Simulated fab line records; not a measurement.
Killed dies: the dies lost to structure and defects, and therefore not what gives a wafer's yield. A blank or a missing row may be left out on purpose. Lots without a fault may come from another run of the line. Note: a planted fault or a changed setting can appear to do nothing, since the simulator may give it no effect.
Which tool is to blame? + flow gf180mcu + 11 lots with 33 wafers sampled at 2 steps, on a route of 602 steps

## WHAT EACH GAUGE READ, for each wafer
GF_HV_LDD_THK_MEAS_57.
| lot  | measured     | on           | HV_LDD_CVD_56_THK (nm) |
|------|--------------|--------------|------------------------|
| L230 | day 12 12:23 | filmMetro-02 | 90.3 90.5 90.8         |
| L232 | day 13 08:10 | filmMetro-02 | 90.0 90.1 90.1         |
| L234 | day 14 03:47 | filmMetro-02 | 91.3 91.4 91.3         |
| L235 | day 14 10:36 | filmMetro-04 | 58.2 58.0 58.0         |
| L237 | day 15 11:39 | filmMetro-03 | 60.6 61.0 60.9         |
| L244 | day 17 10:37 | filmMetro-02 | 89.9 89.9 89.5         |
| L245 | day 17 18:31 | filmMetro-03 | 90.3 90.5 90.2         |
| L247 | day 18 08:59 | filmMetro-04 | 91.1 90.3 90.3         |
| L249 | day 18 23:43 | filmMetro-02 | 89.3 89.0 89.1         |
| L252 | day 19 23:54 | filmMetro-04 | 89.9 90.1 89.9         |
| L253 | day 20 11:16 | filmMetro-04 | 89.4 89.9 88.5         |

## WHICH TOOL RAN EACH LOT (tool, then ch and the chambers of the sampled wafers, then the start)
| lot  | GF_HV_LDD_CVD_56            |
|------|-----------------------------|
| L230 | lpcvd-01 ch 1, day 12 10:56 |
| L232 | lpcvd-02 ch 1, day 13 06:01 |
| L234 | lpcvd-02 ch 0, day 14 02:22 |
| L235 | lpcvd-02 ch 0, day 14 09:11 |
| L237 | lpcvd-02 ch 0, day 15 09:30 |
| L244 | lpcvd-01 ch 0, day 17 09:10 |
| L245 | lpcvd-02 ch 1, day 17 17:05 |
| L247 | lpcvd-02 ch 0, day 18 07:32 |
| L249 | lpcvd-01 ch 1, day 18 22:17 |
| L252 | lpcvd-02 ch 1, day 19 21:46 |
| L253 | lpcvd-01 ch 1, day 20 09:49 |
- GF_HV_LDD_CVD_56: deposits Si3N4 from DCS/NH3, target thk 90 nm, time 1543 s.

## THE ANSWER, worked out from the rows above alone
Rule: the lots themselves supply what counts as usual. The widest of any qualifying gaps counts: lots, ordered by their means at a reading, are off when they make up no more than a third of the lots, leave a main group of 4 or more, and stand apart from it by 3 or more times the standard deviation of that group's means. A main group is skipped when, at the precision printed for the reading in the tables above, its means are all equal. A lot without any number at a reading at which 4 lots or more have one is off too. Where the step has rows for the other lots, those lots are counted as sound.
Off: at GF_HV_LDD_THK_MEAS_57 (HV_LDD_CVD_56_THK), L235, L237. The main group: mean 90.1 nm, standard deviation 0.64.
A tool fits if, at a process step before that reading, it ran every lot that is off, and no sound lot after the first of them. Those tools and the gauges at GF_HV_LDD_THK_MEAS_57 are tried in the same way. No candidate that was tried fits.

## WHAT THE SIMULATOR HAD INSERTED
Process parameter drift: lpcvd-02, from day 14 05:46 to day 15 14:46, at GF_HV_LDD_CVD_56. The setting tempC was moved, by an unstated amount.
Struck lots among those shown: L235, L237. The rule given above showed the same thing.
